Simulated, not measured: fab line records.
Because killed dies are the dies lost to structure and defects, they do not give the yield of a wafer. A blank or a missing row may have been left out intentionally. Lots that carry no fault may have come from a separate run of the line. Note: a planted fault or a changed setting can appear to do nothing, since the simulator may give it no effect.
Which tool did it? -- flow gf180mcu -- Sampling: 14 lots, 42 wafers, 3 of 602 route steps

## WHAT THE GAUGES SHOWED, per wafer
GF_M3_CD_MEAS_14 targets a cd of 280 nm. Usual: 279.8 nm for cd-nm, sd 1.3.
lot,measured,on,cd-nm (nm),flag
L270,day 21 09:44,cd-sem-01,279.9 279.3 280.2,
L271,day 21 16:51,cd-sem-02,279.7 280.2 279.6,
L272,day 22 02:57,cd-sem-01,281.7 281.5 282.1,
L273,day 22 11:46,cd-sem-02,279.0 279.7 278.7,
L275,day 23 09:43,cd-sem-01,279.4 278.7 279.1,
L276,day 23 22:00,cd-sem-01,278.9 278.2 277.2,
L277,day 24 00:03,cd-sem-01,279.5 280.9 279.7,
L278,day 24 15:39,cd-sem-02,277.9 277.3 279.1,
L279,day 25 04:45,cd-sem-01,280.3 279.9 281.3,
L281,day 25 13:28,cd-sem-02,281.2 280.6 280.1,
L283,day 26 08:30,cd-sem-01,280.5 280.0 281.1,
L287,day 27 09:20,cd-sem-02,278.8 278.3 277.6,
L291,day 28 10:15,cd-sem-02,279.0 278.5 278.6,
L292,day 28 17:47,cd-sem-02,279.8 280.5 280.8,

GF_V3_BOW_MEAS_05. Usual: for V3_BOW the level is 116 um and the standard deviation is 7.5.
lot,measured,on,V3_BOW (um),flag
L270,day 21 11:06,film-metro-03,116 127 110,
L271,day 21 18:13,film-metro-04,130 129 116,
L272,day 22 04:26,film-metro-02,120 115 117,
L273,day 22 13:17,film-metro-04,105 102 104,
L275,day 23 11:14,film-metro-02,122 125 129,
L276,day 23 23:22,film-metro-04,100 107 106,
L277,day 24 01:25,film-metro-02,126 116 120,
L278,day 24 17:02,film-metro-03,124 118 118,
L279,day 25 06:07,film-metro-03,126 120 118,
L281,day 25 15:01,film-metro-02,108 108 119,
L283,day 26 09:52,film-metro-03,107 112 116,
L287,day 27 10:44,film-metro-04,122 113 122,
L291,day 28 11:39,film-metro-04,111 115 111,
L292,day 28 19:09,film-metro-04,102 107 110,

GF_V3_OVL_MEAS_15. Usual: for V3_OVL the level is 3 nm and the standard deviation is 5.1.
lot,measured,on,V3_OVL (nm),flag
L270,day 22 10:56,overlay-01,12 6 13,
L271,day 22 18:09,overlay-02,-3 2 -7,
L272,day 23 03:37,overlay-01,7 -4 0,
L273,day 23 12:53,overlay-01,14 5 6,
L275,day 24 09:28,overlay-01,7 1 -4,
L276,day 24 21:42,overlay-01,7 8 1,
L277,day 24 23:31,overlay-02,2 4 -2,
L278,day 25 15:10,overlay-02,5 1 -2,
L279,day 26 03:00,overlay-01,6 16 9,
L281,day 26 12:13,overlay-01,5 2 3,
L283,day 27 05:46,overlay-01,11 10 9,
L287,day 28 06:59,overlay-01,9 -3 10,
L291,day 29 06:49,overlay-02,7 11 6,
L292,day 29 13:26,overlay-02,6 -2 -2,

## EACH LOT AND THE TOOL THAT RAN IT (in order: tool; ch and the chambers of the sampled wafers; start)
No process step before these readings appears in the record.

## AS READ BY THE TOOLS THEMSELVES (means over the sampled wafers that have a number; for cases with no such wafer, the mark the record gives instead)
The record holds no such reading with a usual standard deviation.

## THE ANSWER, worked out from the rows above alone
Rule: take the mean of a lot's wafers that have a number; if it is more than 3 standard deviations from the usual mean, the lot is off. Also off: a lot with no number at a reading for which 4 or more lots have one. Where the step has rows for the other lots, those lots are counted as sound. After the gauges, taken in route order, come the tools' own readings; for these a lot's mean is taken, as printed above. The first step at which some lot is off is used, and at that step the reading that is off furthest; a lot without a number counts as furthest.
Across all readings shown, no lot is off: no conclusion can be drawn from this.

## WHAT HAD BEEN PUT IN BY THE SIMULATOR
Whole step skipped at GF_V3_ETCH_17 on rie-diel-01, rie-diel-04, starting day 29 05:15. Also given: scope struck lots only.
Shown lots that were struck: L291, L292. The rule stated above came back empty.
